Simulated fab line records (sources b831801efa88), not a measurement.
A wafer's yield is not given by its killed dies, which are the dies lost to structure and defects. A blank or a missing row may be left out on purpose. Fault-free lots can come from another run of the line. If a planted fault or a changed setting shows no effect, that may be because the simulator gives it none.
fab line records ; flow sfqLine
[record] lots = 14; wafers = 42; lastDay = 82
route steps=325 shown I1@86 M3@122 M6@261 I7@307
lots untouched by any fault: they come from a run of this same line in which no faults occurred
startH: the number of hours between the record's first day and the start of the first shown wafer of the lot ; waitH: how many hours have passed since the lot's step before this one ; " same as the row above ; L1.1+2: one row covering several wafers at once ; - no value, or no start was given ; * or withheld: withheld ; < > ~ a bound
route shown NAME@n: NAME is a module with steps in the file, n the number in the route of the first one ; usual: mean/standard deviation of fault-free wafers ; same: alike in all rows ; chamber/n: place in a boat ; sites: each site's reading ; _std_site: how widely they spread, as a standard deviation ; _edge_site: inner sites' mean taken away from outer sites' mean ; radiusMm: for every site, how far away it sits from the centre of the wafer ; mask NAME#n: copy n ; behind: the most recent tool/chamber to have shaped the wafer ; hold: the reason the lot was held/the length of the hold in hours/how it ended ; device: transistor that didn't switch, given as n, p or np ; end of line: at the end of the route, the tests of the same wafers ; a step without rows: its recipe alone ; killed: not the wafer's yield, but the dies lost to structure and defects at the first sort ; map: shows each die of a wafer: x if killed, . if not, _ if none is there
set.NAME: the run value of the setting; set.NAME@STEP: its run value at that earlier step ; model.NAME: the simulator's own value behind a step, which no gauge read
one table for each step of the route and one row for each wafer, over a sample of lots
services: a tool's chamber out of use, with start hour (startH, from the record's first day; less than 0 if before it), hours out, and reason
[[steps]]
[step SFQ_TRILAYER_I1_VIA_STRIP_STRIP_053]
[recipe] gas = O2; powerW = 200; platenTempC = 40; overashFraction = 0.65; chemistry = O2; pressureMtorr = 50
[usual] drypumpMotorCurrentA = 5.8/0.47; oesProductAu = 0.999/0.008
lot.wafer;tool;chamber;startH;waitH;drypumpMotorCurrentA;oesProductAu;rfHoursCounterH
L190.2;rieMetal-04;0;472.74;-;6.2;1.004;26
L190.5;rieMetal-04;1;472.74;-;5.3;1.009;-
L190.6;rieMetal-04;0;472.74;-;6.2;1.000;-
L191.2;rieMetal-04;1;481.07;-;5.3;1.021;31
L191.5;rieMetal-04;0;481.07;-;6.2;1.002;-
L191.6;rieMetal-04;1;481.07;-;5.3;1.007;-
L192.1;rieMetal-01;1;490.67;-;5.7;0.999;69
L192.4;rieMetal-01;0;490.67;-;5.3;0.998;-
L192.5;rieMetal-01;1;490.67;-;5.7;0.988;-
L193.1;rieMetal-04;1;495.47;-;5.3;1.015;33
L193.2;rieMetal-04;0;495.47;-;6.2;1.009;29
L193.3;rieMetal-04;0;495.47;-;6.2;1.001;-
L194.1;rieMetal-02;1;502.79;-;5.9;0.992;35
L194.4;rieMetal-02;0;502.79;-;6.6;0.993;-
L194.6;rieMetal-02;1;502.79;-;5.9;0.978;-
L195.1;rieMetal-04;1;551.39;-;5.3;1.014;38
L195.3;rieMetal-04;0;551.39;-;6.2;1.009;-
L195.5;rieMetal-04;1;551.39;-;5.3;1.004;-
L196.1;rieMetal-04;0;602.99;-;6.2;0.999;39
L196.3;rieMetal-04;0;602.99;-;6.2;1.004;-
L196.6;rieMetal-04;0;602.99;-;6.2;0.991;-
L202.1;rieMetal-04;1;646.54;-;5.3;1.006;49
L202.3;rieMetal-04;0;646.54;-;6.2;0.988;-
L202.6;rieMetal-04;1;646.54;-;5.3;0.998;-
L203.1;rieMetal-01;0;658.66;-;5.3;0.995;115
L203.5;rieMetal-01;1;658.66;-;5.6;0.990;-
L203.6;rieMetal-01;0;658.66;-;5.3;0.998;-
L204.1;rieMetal-02;1;664.66;-;5.9;0.991;60
L204.2;rieMetal-02;0;664.66;-;6.6;0.999;10
L204.3;rieMetal-02;1;664.66;-;6.0;0.996;-
L205.3;rieMetal-04;1;672.06;-;5.3;1.008;-
L205.4;rieMetal-04;0;672.06;-;6.2;0.995;-
L205.6;rieMetal-04;1;672.06;-;5.3;1.009;-
L206.2;rieMetal-04;1;683.41;-;5.3;1.011;56
L206.5;rieMetal-04;1;683.41;-;5.3;0.999;-
L206.6;rieMetal-04;0;683.41;-;6.2;1.005;-
L209.1;rieMetal-04;1;703.81;-;5.3;0.992;60
L209.3;rieMetal-04;0;703.81;-;6.2;0.994;-
L209.6;rieMetal-04;0;703.81;-;6.2;0.987;-
L210.2;rieMetal-01;1;711.01;-;5.7;0.992;98
L210.3;rieMetal-01;0;711.01;-;5.3;1.008;-
L210.5;rieMetal-01;0;711.01;-;5.3;0.998;-
[step SFQ_TRILAYER_M3_LITHO_COAT_080]
[recipe] resist = BARC; spinRpm = 3000; resistThkNm = 62
[usual] spinSpeedRpm = 3000.0/2.1
lot.wafer;tool;chamber;startH;waitH;spinSpeedRpm
L190.2;lithoTrack-01;0;487.55;0.1;3000.9
L190.5;lithoTrack-01;0;487.55;0.1;3004.2
L190.6;lithoTrack-01;0;487.55;0.1;3003.4
L191.2;lithoTrack-01;0;513.07;0.1;2999.8
L191.5;lithoTrack-01;0;513.07;0.1;3000.3
L191.6;lithoTrack-01;0;513.07;0.1;3002.3
L192.1;lithoTrack-03;0;517.77;0.1;3000.4
L192.4;lithoTrack-03;0;517.77;0.1;2999.7
L192.5;lithoTrack-03;0;517.77;0.1;3001.3
L193.1;lithoTrack-04;0;519.07;0.1;3001.5
L193.2;lithoTrack-04;0;519.07;0.1;3005.3
L193.3;lithoTrack-04;0;519.07;0.1;3002.4
L194.1;lithoTrack-04;0;520.51;0.1;3000.0
L194.4;lithoTrack-04;0;520.51;0.1;2998.2
L194.6;lithoTrack-04;0;520.51;0.1;2998.5
L195.1;lithoTrack-01;0;568.04;0.1;2998.7
L195.3;lithoTrack-01;0;568.04;0.1;2998.6
L195.5;lithoTrack-01;0;568.04;0.1;3003.0
L196.1;lithoTrack-04;0;617.14;0.1;2998.4
L196.3;lithoTrack-04;0;617.14;0.1;2999.7
L196.6;lithoTrack-04;0;617.14;0.1;3001.4
L202.1;lithoTrack-01;0;674.18;0.1;2998.6
L202.3;lithoTrack-01;0;674.18;0.1;3000.7
L202.6;lithoTrack-01;0;674.18;0.1;3001.1
L203.1;lithoTrack-04;0;683.55;0.1;4117.0
L203.5;lithoTrack-04;0;683.55;0.1;4115.8
L203.6;lithoTrack-04;0;683.55;0.1;4116.4
L204.1;lithoTrack-04;0;686.01;0.1;4118.7
L204.2;lithoTrack-04;0;686.01;0.1;4119.1
L204.3;lithoTrack-04;0;686.01;0.1;4118.9
L205.3;lithoTrack-03;0;692.28;0.3;3004.2
L205.4;lithoTrack-03;0;692.28;0.3;3003.4
L205.6;lithoTrack-03;0;692.28;0.3;3003.9
L206.2;lithoTrack-03;0;700.46;0.1;3001.0
L206.5;lithoTrack-03;0;700.46;0.1;3002.6
L206.6;lithoTrack-03;0;700.46;0.1;3002.0
L209.1;lithoTrack-03;0;718.53;0.1;3001.9
L209.3;lithoTrack-03;0;718.53;0.1;2999.9
L209.6;lithoTrack-03;0;718.53;0.1;2998.0
L210.2;lithoTrack-03;0;736.48;0.1;2997.0
L210.3;lithoTrack-03;0;736.48;0.1;3000.5
L210.5;lithoTrack-03;0;736.48;0.1;2999.6
[step SFQ_TRILAYER_M3_BARC_OPEN_METAL_ETCH_100]
[recipe] maskMaterial = PR; chemistry = O2; targetDepthNm = 125; target = BARC; icpW = 600; biasW = 80; pressureMtorr = 10; timeS = 41.7
[usual] drypumpMotorCurrentA = 5.7/0.5; oesProductAu = 0.685/0.0043
lot.wafer;tool;chamber;startH;waitH;drypumpMotorCurrentA;oesProductAu;rfHoursCounterH
L190.2;rieMetal-03;0;647.58;0.0;5.9;0.673;75
L190.5;rieMetal-03;1;647.58;0.0;5.0;0.688;-
L190.6;rieMetal-03;0;647.58;0.0;5.9;0.685;-
L191.2;rieMetal-01;0;665.71;0.0;5.3;0.683;116
L191.5;rieMetal-01;1;665.71;0.0;5.6;0.677;-
L191.6;rieMetal-01;0;665.71;0.0;5.3;0.684;-
L192.1;rieMetal-01;0;670.51;0.0;5.3;0.687;117
L192.4;rieMetal-01;1;670.51;0.0;5.7;0.690;-
L192.5;rieMetal-01;0;670.51;0.0;5.3;0.682;-
L193.1;rieMetal-02;0;672.91;0.0;6.6;0.691;11
L193.2;rieMetal-02;1;672.91;0.0;6.0;0.687;62
L193.3;rieMetal-02;0;672.91;0.0;6.6;0.685;-
L194.1;rieMetal-03;1;674.22;0.0;5.0;0.681;12
L194.4;rieMetal-03;1;674.22;0.0;5.0;0.681;-
L194.6;rieMetal-03;1;674.22;0.0;5.0;0.684;-
L195.1;rieMetal-01;0;719.26;0.0;5.3;0.682;125
L195.3;rieMetal-01;0;719.26;0.0;5.3;0.678;-
L195.5;rieMetal-01;1;719.26;0.0;5.7;0.685;-
L196.1;rieMetal-03;1;766.39;0.0;5.0;0.682;27
L196.3;rieMetal-03;1;766.39;0.0;5.0;0.681;-
L196.6;rieMetal-03;1;766.39;0.0;5.0;0.682;-
L202.1;rieMetal-02;1;818.81;0.0;5.9;0.681;82
L202.3;rieMetal-02;0;818.81;0.0;6.6;0.697;-
L202.6;rieMetal-02;0;818.81;0.0;6.6;0.683;-
L203.1;rieMetal-03;0;830.81;0.0;5.9;0.641;105
L203.5;rieMetal-03;1;830.81;0.0;5.0;0.639;-
L203.6;rieMetal-03;0;830.81;0.0;5.9;0.637;-
L204.1;rieMetal-01;1;834.41;0.0;5.7;0.642;116
L204.2;rieMetal-01;0;834.41;0.0;5.3;0.640;143
L204.3;rieMetal-01;1;834.41;0.0;5.7;0.632;-
L205.3;rieMetal-01;1;841.75;0.0;5.7;0.689;-
L205.4;rieMetal-01;0;841.75;0.0;5.3;0.685;-
L205.6;rieMetal-01;0;841.75;0.0;5.3;0.685;-
L206.2;rieMetal-02;1;850.26;0.0;5.9;0.690;86
L206.5;rieMetal-02;1;850.26;0.0;5.9;0.691;-
L206.6;rieMetal-02;0;850.26;0.0;6.6;0.691;-
L209.1;rieMetal-02;1;869.46;0.0;5.9;0.687;88
L209.3;rieMetal-02;1;869.46;0.0;5.9;0.686;-
L209.6;rieMetal-02;1;869.46;0.0;6.0;0.687;-
L210.2;rieMetal-03;1;880.26;0.0;5.0;0.681;44
L210.3;rieMetal-03;1;880.26;0.0;5.0;0.680;-
L210.5;rieMetal-03;0;880.26;0.0;6.0;0.689;-
[step SFQ_M6_OVL_MEAS_940]
[usual] M6_OVL = 2/4.5
lot.wafer;tool;chamber;startH;waitH;M6_OVL[nm]
L190.2;overlay-02;-;1497.38;0.1;13
L190.5;overlay-02;-;1497.38;0.1;3
L190.6;overlay-02;-;1497.38;0.1;8
L191.2;overlay-02;-;1504.58;0.1;-1
L191.5;overlay-02;-;1504.58;0.1;-2
L191.6;overlay-02;-;1504.58;0.1;3
L192.1;overlay-02;-;1506.97;0.1;9
L192.4;overlay-02;-;1506.97;0.1;0
L192.5;overlay-02;-;1506.97;0.1;6
L193.1;overlay-02;-;1510.57;0.1;1
L193.2;overlay-02;-;1510.57;0.1;9
L193.3;overlay-02;-;1510.57;0.1;10
L194.1;overlay-01;-;1514.17;0.1;0
L194.4;overlay-01;-;1514.17;0.1;3
L194.6;overlay-01;-;1514.17;0.1;0
L195.1;overlay-02;-;1525.72;0.1;2
L195.3;overlay-02;-;1525.72;0.1;8
L195.5;overlay-02;-;1525.72;0.1;3
L196.1;overlay-01;-;1714.27;0.1;1
L196.3;overlay-01;-;1714.27;0.1;-2
L196.6;overlay-01;-;1714.27;0.1;-3
L202.1;overlay-01;-;1739.47;0.1;3
L202.3;overlay-01;-;1739.47;0.1;7
L202.6;overlay-01;-;1739.47;0.1;11
L203.1;overlay-01;-;1742.04;0.1;-5
L203.5;overlay-01;-;1742.04;0.1;-2
L203.6;overlay-01;-;1742.04;0.1;-2
L204.1;overlay-01;-;1750.27;0.1;-9
L204.2;overlay-01;-;1750.27;0.1;-5
L204.3;overlay-01;-;1750.27;0.1;0
L205.3;overlay-01;-;1755.25;0.1;1
L205.4;overlay-01;-;1755.25;0.1;5
L205.6;overlay-01;-;1755.25;0.1;4
L206.2;overlay-02;-;1768.14;0.1;1
L206.5;overlay-02;-;1768.14;0.1;-3
L206.6;overlay-02;-;1768.14;0.1;-3
L209.1;overlay-02;-;1787.44;0.1;3
L209.3;overlay-02;-;1787.44;0.1;3
L209.6;overlay-02;-;1787.44;0.1;1
L210.2;overlay-02;-;1792.24;0.1;-2
L210.3;overlay-02;-;1792.24;0.1;-3
L210.5;overlay-02;-;1792.24;0.1;0
[step SFQ_TRILAYER_I7_VIA_BARC_OPEN_VIA_ETCH_260]
[recipe] maskMaterial = PR; chemistry = O2; targetDepthNm = 125; target = BARC; sourceW = 500; biasW = 80; pressureMtorr = 30; timeS = 41.7
[usual] drypumpMotorCurrentA = 5.6/0.46; oesProductAu = 0.685/0.0048
lot.wafer;tool;chamber;startH;waitH;drypumpMotorCurrentA;oesProductAu;rfHoursCounterH
L190.2;rieDiel-04;3;1670.58;0.0;5.5;0.684;5
L190.5;rieDiel-04;0;1670.58;0.0;6.1;0.682;-
L190.6;rieDiel-04;1;1670.58;0.0;4.8;0.687;-
L191.2;rieDiel-03;0;1683.78;0.0;6.3;0.690;12
L191.5;rieDiel-03;0;1683.78;0.0;6.3;0.693;-
L191.6;rieDiel-03;3;1683.78;0.0;5.7;0.685;-
L192.1;rieDiel-02;2;1688.38;0.0;5.6;0.682;5
L192.4;rieDiel-02;3;1688.38;0.0;5.3;0.690;10
L192.5;rieDiel-02;1;1688.38;0.0;5.1;0.687;-
L193.1;rieDiel-02;1;1694.38;0.0;5.1;0.683;20
L193.2;rieDiel-02;0;1694.38;0.0;6.4;0.685;14
L193.3;rieDiel-02;2;1694.38;0.0;5.6;0.686;5
L194.1;rieDiel-04;1;1699.18;0.0;4.8;0.687;3
L194.4;rieDiel-04;3;1699.18;0.0;5.6;0.679;-
L194.6;rieDiel-04;1;1699.18;0.0;4.8;0.687;-
L195.1;rieDiel-03;2;1703.98;0.0;5.4;0.682;14
L195.3;rieDiel-03;0;1703.98;0.0;6.3;0.684;13
L195.5;rieDiel-03;2;1703.98;0.0;5.4;0.680;-
L196.1;rieDiel-03;3;1734.52;0.0;5.7;0.685;6
L196.3;rieDiel-03;2;1734.52;0.0;5.5;0.685;14
L196.6;rieDiel-03;1;1734.52;0.0;5.6;0.688;-
L202.1;rieDiel-03;2;1820.00;0.0;5.4;0.690;14
L202.3;rieDiel-03;1;1820.00;0.0;5.5;0.684;15
L202.6;rieDiel-03;0;1820.00;0.0;6.3;0.684;-
L203.1;rieDiel-04;0;1826.00;0.0;6.1;0.690;13
L203.5;rieDiel-04;3;1826.00;0.0;5.5;0.688;-
L203.6;rieDiel-04;2;1826.00;0.0;5.6;0.687;-
L204.1;rieDiel-03;0;1830.60;0.0;6.3;0.685;14
L204.2;rieDiel-03;2;1830.60;0.0;5.4;0.682;15
L204.3;rieDiel-03;1;1830.60;0.0;5.5;0.685;15
L205.3;rieDiel-04;1;1831.80;0.0;4.9;0.684;5
L205.4;rieDiel-04;0;1831.80;0.0;6.1;0.677;13
L205.6;rieDiel-04;1;1831.80;0.0;4.8;0.678;-
L206.2;rieDiel-02;1;1849.14;0.0;5.1;0.693;3
L206.5;rieDiel-02;1;1849.14;0.0;5.1;0.692;-
L206.6;rieDiel-02;2;1849.14;0.0;5.6;0.679;-
L209.1;rieDiel-03;2;1900.70;0.0;5.5;0.689;16
L209.3;rieDiel-03;1;1900.70;0.0;5.5;0.678;17
L209.6;rieDiel-03;1;1900.70;0.0;5.6;0.685;-
L210.2;rieDiel-03;1;1906.70;0.0;5.6;0.686;17
L210.3;rieDiel-03;2;1906.70;0.0;5.4;0.685;16
L210.5;rieDiel-03;0;1906.70;0.0;6.3;0.689;-
[[services]]
tool;chamber;startH;hours;kind
rieMetal-04;-;507.70;0.7;repair
rieMetal-01;-;508.64;15.6;pm
rieMetal-04;-;510.98;2.8;pm
rieMetal-04;-;621.53;0.4;repair
rieMetal-04;-;713.63;0.6;repair
rieMetal-01;1;765.12;1.9;repair
rieMetal-01;-;782.19;1.7;repair
rieMetal-04;-;954.34;0.5;repair
rieMetal-04;-;969.99;4.4;repair
rieMetal-04;0;985.08;21.4;repair
rieMetal-01;1;1072.21;14.3;repair
rieMetal-01;-;1101.60;1.4;pm
rieMetal-01;1;1114.51;17.4;repair
rieMetal-01;1;1228.66;1.9;repair
rieMetal-01;-;1301.64;2.8;pm
rieMetal-04;0;1308.62;1.9;repair
rieMetal-01;0;1393.27;5.6;repair
rieMetal-04;-;1393.39;1.0;repair
rieMetal-01;-;1425.43;22.6;repair
rieMetal-04;0;1458.27;24.1;repair
rieMetal-04;0;1544.99;12.3;repair
rieMetal-04;-;1610.41;2.8;pm
rieMetal-04;-;1761.46;1.6;repair
rieMetal-04;1;1828.89;28.8;repair
[[key]]
[firstSign] step = SFQ_TRILAYER_M3_LITHO_COAT_080; reading = spinSpeedRpm; direction = up; sigmas = 99+; usual = 3000.0; struck = 4117.7
[effect] step = SFQ_TRILAYER_M3_BARC_OPEN_METAL_ETCH_100; reading = oesProductAu; direction = down; sigmas = 11; usual = 0.685; struck = 0.639
metAt SFQ_TRILAYER_M3_LITHO_COAT_080
struckLots L203,L204
notActingAt SFQ_TRILAYER_I1_VIA_STRIP_STRIP_053,SFQ_M6_OVL_MEAS_940,SFQ_TRILAYER_I7_VIA_BARC_OPEN_VIA_ETCH_260
onsetBetween 617.14 683.55
[fault] kind = processParameterDrift; tool = lithoTrack-04; chamber = -; onsetH = 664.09; steps = SFQ_TRILAYER_M3_LITHO_COAT_080; channel = spinRpm; offset = 1118.2; shape = step; endH = 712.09; actsIn = theseRecipesOnly; stated = 3000
